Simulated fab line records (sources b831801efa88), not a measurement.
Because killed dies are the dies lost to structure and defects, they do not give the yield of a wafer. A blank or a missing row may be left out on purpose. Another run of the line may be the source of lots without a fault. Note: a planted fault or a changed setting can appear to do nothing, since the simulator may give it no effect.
fab line records + flow sky130
[record]
- lots = 11
- wafers = 33
- last_day = 50
route steps=708 shown CAP2M@617 VIA4@651 METAL5@663 PASSIVATION@681
lots untouched by any fault: they come from a run of this same line in which no faults occurred
start_h: hours from the record's first day to the start of the lot's first wafer shown + wait_h: time in hours since the lot's previous step + " as in the row above + L1.1+2: a row that stands for several wafers + - value missing, or start not given + * or withheld: withheld + < > ~ a bound
route shown NAME@n: a module of which the file shows steps, and the number in the route of the first + usual: mean and standard deviation over wafers with no fault + same: alike in all rows + chamber/n: place in a boat + sites: each site's reading + _std_site: standard deviation across them + _edge_site: the outer-site mean with the inner-site mean subtracted + radius_mm: for every site, how far away it sits from the centre of the wafer + mask NAME#n: copy n + behind: the tool/chamber that last shaped the wafer + hold: reason for holding the lot/hours on hold/outcome of the hold + device: names the non-switching transistor (n, p or np) + end of line: tests of these same wafers at the route's end + a step given without rows: its recipe and nothing more + killed: not the wafer's yield, but the dies lost to structure and defects at the first sort + map: per-die view of a wafer (x killed, . not killed, _ where there is no die)
set.NAME: setting as actually run; set.NAME@STEP: the setting as run at that earlier step + model.NAME: the simulator's own value behind a step, which no gauge read
the route's steps for a sample of lots (tables are steps, rows are wafers)
services: from which hour (start_h, from the record's first day; less than 0 if before it) a tool's chamber was out of use, for how many hours, and why
[[steps]]
[step SKY_CAP2M_STRIP_14]
[recipe]
- chemistry = O2/N2
- power_w = 1400
- pressure_mtorr = 1500
- platen_temp_c = withheld
- o2_flow_sccm = 3000
- n2_flow_sccm = 300
- overash_fraction = 0.5
[usual]
- drypump_motor_current_A = 5.7/0.45
- o2_flow_sccm = 2999/9.5
- oes_product_au = 0.710/0.0051
- strip_time_to_endpoint_s = 12.71/0.043
| lot.wafer | tool            | chamber | start_h | wait_h | drypump_motor_current_A | o2_flow_sccm | oes_product_au | rf_hours_counter_h | strip_time_to_endpoint_s |
|-----------|-----------------|---------|---------|--------|-------------------------|--------------|----------------|--------------------|--------------------------|
| L854.3    | plasma_asher-04 | 0       | 945.13  | 0.1    | 5.8                     | 3006         | 0.718          | -                  | 12.72                    |
| L854.4    | "               | 1       | "       | "      | 4.9                     | 2999         | 0.709          | -                  | 12.70                    |
| L854.6    | "               | 1       | "       | "      | 4.9                     | 3003         | 0.713          | -                  | 12.80                    |
| L856.1    | plasma_asher-04 | 0       | 983.20  | 0.1    | 5.8                     | 2978         | 0.720          | 54                 | 12.78                    |
| L856.2    | "               | 1       | "       | "      | 4.9                     | 3000         | 0.717          | 54                 | 12.77                    |
| L856.6    | "               | 0       | "       | "      | 5.8                     | 2979         | 0.713          | -                  | 12.76                    |
| L858.2    | plasma_asher-04 | 0       | 985.46  | 0.1    | 5.9                     | 3004         | 0.705          | 55                 | 12.62                    |
| L858.4    | "               | 0       | "       | "      | 5.8                     | 2997         | 0.713          | -                  | 12.62                    |
| L858.5    | "               | 0       | "       | "      | 5.8                     | 3006         | 0.717          | -                  | 12.67                    |
| L857.1    | plasma_asher-03 | 1       | 985.63  | 0.1    | 6.3                     | 3006         | 0.718          | 25                 | 12.71                    |
| L857.2    | "               | 0       | "       | "      | 5.5                     | 2973         | 0.707          | 25                 | 12.70                    |
| L857.4    | "               | 1       | "       | "      | 6.3                     | 3001         | 0.708          | -                  | 12.77                    |
| L859.1    | plasma_asher-03 | 1       | 987.53  | 0.1    | 6.3                     | 3006         | 0.710          | 26                 | 12.68                    |
| L859.3    | "               | 0       | "       | "      | 5.6                     | 3005         | 0.710          | -                  | 12.71                    |
| L859.5    | "               | 1       | "       | "      | 6.3                     | 2999         | 0.703          | -                  | 12.68                    |
| L861.1    | plasma_asher-04 | 1       | 1013.88 | 0.1    | 4.9                     | 3010         | 0.709          | 57                 | 12.71                    |
| L861.3    | "               | 1       | "       | "      | 4.9                     | 2995         | 0.710          | -                  | 12.72                    |
| L861.6    | "               | 0       | "       | "      | 5.8                     | 3001         | 0.704          | -                  | 12.72                    |
| L862.1    | plasma_asher-02 | 0       | 1014.81 | 0.1    | 5.8                     | 2985         | 0.704          | 90                 | 12.75                    |
| L862.4    | "               | 0       | "       | "      | 5.7                     | 3006         | 0.703          | -                  | 12.68                    |
| L862.5    | "               | 1       | "       | "      | 6.1                     | 3011         | 0.710          | -                  | 12.75                    |
| L863.1    | plasma_asher-03 | 0       | 1017.60 | 0.1    | 5.6                     | 3008         | 0.719          | 29                 | 12.73                    |
| L863.5    | "               | 0       | "       | "      | 5.6                     | 3014         | 0.699          | -                  | 12.75                    |
| L863.6    | "               | 1       | "       | "      | 6.3                     | 3008         | 0.707          | -                  | 12.66                    |
| L864.2    | plasma_asher-02 | 1       | 1020.98 | 0.1    | 6.1                     | 2995         | 0.709          | 91                 | 12.66                    |
| L864.3    | "               | 1       | "       | "      | 6.1                     | 2989         | 0.706          | -                  | 12.64                    |
| L864.4    | "               | 0       | "       | "      | 5.8                     | 3012         | 0.707          | -                  | 12.66                    |
| L873.1    | plasma_asher-02 | 0       | 1087.10 | 0.1    | 5.8                     | 3006         | 0.711          | 98                 | 12.72                    |
| L873.3    | "               | 1       | "       | "      | 6.1                     | 2993         | 0.714          | -                  | 12.71                    |
| L873.6    | "               | 1       | "       | "      | 6.0                     | 3001         | 0.705          | -                  | 12.74                    |
| L876.3    | plasma_asher-03 | 1       | 1121.42 | 0.1    | 6.3                     | 3009         | 0.707          | -                  | 12.71                    |
| L876.5    | "               | 1       | "       | "      | 6.4                     | 3001         | 0.711          | -                  | 12.71                    |
| L876.6    | "               | 0       | "       | "      | 5.6                     | 3004         | 0.703          | -                  | 12.68                    |
[step SKY_VIA4_ETCH_12]
[recipe]
- target = SiO2
- chemistry = C4F8/O2/Ar
- stop_on = TiN
- mask_material = NOVOLAK
- source_w = 1473
- bias_w = 1200
- pressure_mtorr = 40
- c4f8_flow_sccm = withheld
- O2_flow_sccm = 6
- Ar_flow_sccm = 300
- time_s = withheld
- target_depth_a = 5800
[usual]
- oes_product_au = 0.926/0.0045
| lot.wafer | tool        | chamber | start_h | wait_h | oes_product_au |
|-----------|-------------|---------|---------|--------|----------------|
| L854.3    | rie_diel-03 | 2       | 995.68  | 0.0    | 0.924          |
| L854.4    | "           | 1       | "       | "      | 0.928          |
| L854.6    | "           | 3       | "       | "      | 0.931          |
| L856.1    | rie_diel-03 | 3       | 1029.98 | 0.0    | 0.933          |
| L856.2    | "           | 1       | "       | "      | 0.927          |
| L856.6    | "           | 0       | "       | "      | 0.927          |
| L858.2    | rie_diel-02 | 2       | 1032.64 | 0.0    | 0.937          |
| L858.4    | "           | 2       | "       | "      | 0.934          |
| L858.5    | "           | 0       | "       | "      | 0.928          |
| L857.1    | rie_diel-04 | 2       | 1033.92 | 0.0    | 0.925          |
| L857.2    | "           | 0       | "       | "      | 0.931          |
| L857.4    | "           | 1       | "       | "      | 0.928          |
| L859.1    | rie_diel-02 | 2       | 1035.62 | 0.0    | 0.929          |
| L859.3    | "           | 1       | "       | "      | 0.925          |
| L859.5    | "           | 2       | "       | "      | 0.933          |
| L861.1    | rie_diel-04 | 0       | 1059.28 | 0.0    | 0.923          |
| L861.3    | "           | 2       | "       | "      | 0.925          |
| L861.6    | "           | 0       | "       | "      | 0.923          |
| L862.1    | rie_diel-02 | 1       | 1061.58 | 0.0    | 0.928          |
| L862.4    | "           | 3       | "       | "      | 0.938          |
| L862.5    | "           | 1       | "       | "      | 0.927          |
| L863.1    | rie_diel-04 | 0       | 1064.14 | 0.0    | 0.921          |
| L863.5    | "           | 1       | "       | "      | 0.925          |
| L863.6    | "           | 2       | "       | "      | 0.931          |
| L864.2    | rie_diel-04 | 1       | 1067.13 | 0.0    | 0.927          |
| L864.3    | "           | 2       | "       | "      | 0.921          |
| L864.4    | "           | 3       | "       | "      | 0.924          |
| L873.1    | rie_diel-03 | 2       | 1126.48 | 0.0    | 0.928          |
| L873.3    | "           | 1       | "       | "      | 0.928          |
| L873.6    | "           | 2       | "       | "      | 0.923          |
| L876.3    | rie_diel-03 | 2       | 1160.13 | 0.0    | 0.926          |
| L876.5    | "           | 1       | "       | "      | 0.921          |
| L876.6    | "           | 2       | "       | "      | 0.928          |
[step SKY_METAL5_SPUTTER_02]
[recipe]
- material = AlCu
- target_thk_nm = 1150
- power_w = 10600
- time_s = 61.2
- chamber_pressure_pa = 0.4
[usual]
- throttle_valve_pct = 30.3/0.88
| lot.wafer | tool           | chamber | start_h | wait_h | throttle_valve_pct |
|-----------|----------------|---------|---------|--------|--------------------|
| L854.3    | pvd_sputter-01 | -       | 997.51  | 0.0    | 30.9               |
| L854.4    | "              | -       | "       | "      | 31.4               |
| L854.6    | "              | -       | "       | "      | 30.8               |
| L856.1    | pvd_sputter-04 | -       | 1031.39 | 0.0    | 29.5               |
| L856.2    | "              | -       | "       | "      | 30.1               |
| L856.6    | "              | -       | "       | "      | 29.6               |
| L858.2    | pvd_sputter-03 | -       | 1034.05 | 0.0    | 28.6               |
| L858.4    | "              | -       | "       | "      | 30.3               |
| L858.5    | "              | -       | "       | "      | 28.7               |
| L857.1    | pvd_sputter-03 | -       | 1035.57 | 0.0    | 30.1               |
| L857.2    | "              | -       | "       | "      | 29.2               |
| L857.4    | "              | -       | "       | "      | 30.6               |
| L859.1    | pvd_sputter-01 | -       | 1037.03 | 0.0    | 31.2               |
| L859.3    | "              | -       | "       | "      | 30.8               |
| L859.5    | "              | -       | "       | "      | 30.8               |
| L861.1    | pvd_sputter-01 | -       | 1060.70 | 0.0    | 30.8               |
| L861.3    | "              | -       | "       | "      | 30.8               |
| L861.6    | "              | -       | "       | "      | 30.6               |
| L862.1    | pvd_sputter-03 | -       | 1062.99 | 0.0    | 29.9               |
| L862.4    | "              | -       | "       | "      | 29.0               |
| L862.5    | "              | -       | "       | "      | 29.0               |
| L863.1    | pvd_sputter-03 | -       | 1065.58 | 0.0    | 30.4               |
| L863.5    | "              | -       | "       | "      | 28.7               |
| L863.6    | "              | -       | "       | "      | 29.9               |
| L864.2    | pvd_sputter-01 | -       | 1068.58 | 0.0    | 30.8               |
| L864.3    | "              | -       | "       | "      | 30.5               |
| L864.4    | "              | -       | "       | "      | 31.1               |
| L873.1    | pvd_sputter-01 | -       | 1128.16 | 0.0    | 30.7               |
| L873.3    | "              | -       | "       | "      | 31.2               |
| L873.6    | "              | -       | "       | "      | 31.4               |
| L876.3    | pvd_sputter-04 | -       | 1161.55 | 0.0    | 31.8               |
| L876.5    | "              | -       | "       | "      | 31.7               |
| L876.6    | "              | -       | "       | "      | 29.5               |
[step SKY_PASSIVATION_CVD_00]
[recipe]
- material = SiO2
- target_thk_nm = 90
- temp_c = 400
- time_s = withheld
- rf_w = 600
[usual]
- heater_power_w = 684/90
- susceptor_temp_C = 400.01/0.22
| lot.wafer | tool     | chamber | start_h | wait_h | heater_power_w | susceptor_temp_C |
|-----------|----------|---------|---------|--------|----------------|------------------|
| L854.3    | pecvd-01 | 2       | 1020.87 | 0.0    | 605            | 400.23           |
| L854.4    | "        | 0       | "       | "      | 770            | 400.03           |
| L854.6    | "        | 2       | "       | "      | 609            | 400.38           |
| L856.1    | pecvd-01 | 1       | 1053.05 | 0.0    | 748            | 400.06           |
| L856.2    | "        | 2       | "       | "      | 616            | 400.22           |
| L856.6    | "        | 1       | "       | "      | 777            | 399.88           |
| L858.2    | pecvd-03 | 1       | 1056.81 | 0.0    | 736            | 400.42           |
| L858.4    | "        | 2       | "       | "      | 578            | 399.96           |
| L858.5    | "        | 1       | "       | "      | 748            | 399.94           |
| L857.1    | pecvd-02 | 0       | 1058.28 | 0.0    | 773            | 399.92           |
| L857.2    | "        | 2       | "       | "      | 635            | 400.12           |
| L857.4    | "        | 2       | "       | "      | 633            | 400.04           |
| L859.1    | pecvd-01 | 1       | 1059.42 | 0.0    | 775            | 400.23           |
| L859.3    | "        | 2       | "       | "      | 719            | 399.97           |
| L859.5    | "        | 2       | "       | "      | 735            | 400.16           |
| L861.1    | pecvd-02 | 1       | 1083.21 | 0.0    | 630            | 399.81           |
| L861.3    | "        | 0       | "       | "      | 794            | 399.99           |
| L861.6    | "        | 0       | "       | "      | 783            | 399.75           |
| L862.1    | pecvd-01 | 1       | 1084.61 | 0.0    | 753            | 399.81           |
| L862.4    | "        | 0       | "       | "      | 731            | 400.03           |
| L862.5    | "        | 2       | "       | "      | 647            | 400.14           |
| L863.1    | pecvd-01 | 1       | 1087.71 | 0.0    | 811            | 400.02           |
| L863.5    | "        | 2       | "       | "      | 740            | 400.07           |
| L863.6    | "        | 0       | "       | "      | 727            | 399.94           |
| L864.2    | pecvd-01 | 0       | 1090.59 | 0.0    | 684            | 400.01           |
| L864.3    | "        | 2       | "       | "      | 723            | 400.37           |
| L864.4    | "        | 2       | "       | "      | 729            | 399.99           |
| L873.1    | pecvd-02 | 1       | 1147.92 | 0.0    | 604            | 399.52           |
| L873.3    | "        | 0       | "       | "      | 714            | 400.32           |
| L873.6    | "        | 1       | "       | "      | 600            | 400.02           |
| L876.3    | pecvd-03 | 1       | 1178.22 | 0.0    | 636            | 399.89           |
| L876.5    | "        | 1       | "       | "      | 644            | 399.97           |
| L876.6    | "        | 0       | "       | "      | 503            | 400.08           |
[step SKY_PASSIVATION_THK_MEAS_01]
[recipe]
- reads = SiO2_of_PASSIVATION_CVD_00
[usual]
- PASSIVATION_CVD_00_THK = 90.0/1
| lot.wafer | tool          | chamber | start_h | wait_h | hold                     | PASSIVATION_CVD_00_THK[nm] |
|-----------|---------------|---------|---------|--------|--------------------------|----------------------------|
| L854.3    | film_metro-04 | -       | 1020.91 | -      | -                        | 90.1                       |
| L854.4    | "             | -       | "       | "      | -                        | 91.4                       |
| L854.6    | "             | -       | "       | "      | -                        | 89.7                       |
| L856.1    | film_metro-02 | -       | 1053.07 | -      | -                        | 90.9                       |
| L856.2    | "             | -       | "       | "      | -                        | 89.8                       |
| L856.6    | "             | -       | "       | "      | -                        | 92.2                       |
| L858.2    | film_metro-04 | -       | 1056.84 | -      | -                        | 89.6                       |
| L858.4    | "             | -       | "       | "      | -                        | 90.6                       |
| L858.5    | "             | -       | "       | "      | -                        | 91.0                       |
| L857.1    | film_metro-04 | -       | 1058.30 | -      | -                        | 88.7                       |
| L857.2    | "             | -       | "       | "      | -                        | 89.8                       |
| L857.4    | "             | -       | "       | "      | -                        | 90.3                       |
| L859.1    | film_metro-02 | -       | 1059.44 | -      | -                        | 89.8                       |
| L859.3    | "             | -       | "       | "      | -                        | 88.1                       |
| L859.5    | "             | -       | "       | "      | -                        | 90.4                       |
| L861.1    | film_metro-04 | -       | 1083.23 | -      | -                        | 89.0                       |
| L861.3    | "             | -       | "       | "      | -                        | 89.9                       |
| L861.6    | "             | -       | "       | "      | -                        | 90.8                       |
| L862.1    | film_metro-01 | -       | 1084.63 | -      | -                        | 88.8                       |
| L862.4    | "             | -       | "       | "      | -                        | 91.3                       |
| L862.5    | "             | -       | "       | "      | -                        | 91.1                       |
| L863.1    | film_metro-04 | -       | 1087.73 | -      | -                        | 89.2                       |
| L863.5    | "             | -       | "       | "      | -                        | 90.7                       |
| L863.6    | "             | -       | "       | "      | -                        | 90.8                       |
| L864.2    | film_metro-04 | -       | 1090.62 | -      | -                        | 89.4                       |
| L864.3    | "             | -       | "       | "      | -                        | 88.5                       |
| L864.4    | "             | -       | "       | "      | -                        | 90.8                       |
| L873.1    | film_metro-01 | -       | 1147.94 | -      | await_dispo/0.2h/release | 89.7                       |
| L873.3    | "             | -       | "       | "      | await_dispo/0.2h/release | 80.8                       |
| L873.6    | "             | -       | "       | "      | await_dispo/0.2h/release | 90.8                       |
| L873.1    | film_metro-01 | -       | 1148.28 | 0.3    | -                        | 89.7                       |
| L873.3    | "             | -       | "       | "      | -                        | 80.8                       |
| L873.6    | "             | -       | "       | "      | -                        | 90.7                       |
| L876.3    | film_metro-01 | -       | 1178.26 | -      | -                        | 87.7                       |
| L876.5    | "             | -       | "       | "      | -                        | 89.1                       |
| L876.6    | "             | -       | "       | "      | -                        | 89.7                       |
[[services]]
| tool            | chamber | start_h | hours | kind   |
|-----------------|---------|---------|-------|--------|
| rie_diel-04     | 2       | 939.41  | 10.4  | repair |
| pecvd-03        | -       | 966.72  | 1.5   | repair |
| rie_diel-02     | 0       | 966.94  | 5.6   | repair |
| plasma_asher-03 | -       | 969.71  | 0.7   | repair |
| pecvd-01        | -       | 977.86  | 1.1   | repair |
| rie_diel-02     | 1       | 986.29  | 13.4  | repair |
| pvd_sputter-04  | -       | 994.79  | 1.0   | repair |
| rie_diel-02     | 3       | 998.06  | 46.5  | repair |
| plasma_asher-02 | -       | 1004.51 | 6.5   | repair |
| rie_diel-04     | 0       | 1009.69 | 4.9   | repair |
| rie_diel-03     | -       | 1011.12 | 0.2   | repair |
| pecvd-03        | 1       | 1032.75 | 4.5   | repair |
| rie_diel-04     | 2       | 1052.84 | 2.4   | repair |
| rie_diel-04     | -       | 1061.96 | 0.6   | repair |
| rie_diel-02     | 1       | 1076.30 | 5.8   | repair |
| rie_diel-03     | 2       | 1088.10 | 1.3   | repair |
| pecvd-02        | 0       | 1106.08 | 10.8  | repair |
| plasma_asher-03 | -       | 1110.74 | 3.6   | repair |
| pvd_sputter-01  | -       | 1114.07 | 2.4   | repair |
| pecvd-02        | -       | 1131.78 | 2.4   | repair |
| rie_diel-02     | 1       | 1151.34 | 4.9   | repair |
| rie_diel-04     | 0       | 1157.48 | 2.4   | repair |
| plasma_asher-02 | -       | 1159.88 | 2.8   | pm     |
| plasma_asher-04 | -       | 1177.89 | 0.5   | repair |
[[key]]
[first_sign]
- step = SKY_PASSIVATION_THK_MEAS_01
- reading = visit
- direction = added
[effect]
- step = SKY_PASSIVATION_THK_MEAS_01
- reading = PASSIVATION_CVD_00_THK
- direction = down
- sigmas = 8.8
- usual = 90.0
- struck = 80.8
met_at SKY_PASSIVATION_CVD_00
struck_lots L873
struck_wafers L873.3
not_acting_at SKY_CAP2M_STRIP_14,SKY_VIA4_ETCH_12,SKY_METAL5_SPUTTER_02
onset_between 1083.21 1147.92
[fault]
- kind = site_profile_drift
- tool = pecvd-02
- chamber = 0
- onset_h = 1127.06
- steps = SKY_PASSIVATION_CVD_00
- basis = fraction
- max_abs_drift = 0.20486
- slope_share_per_hr = 102.43
- site_pattern = 0,0,0,0,0,-1,-1,-1,-1
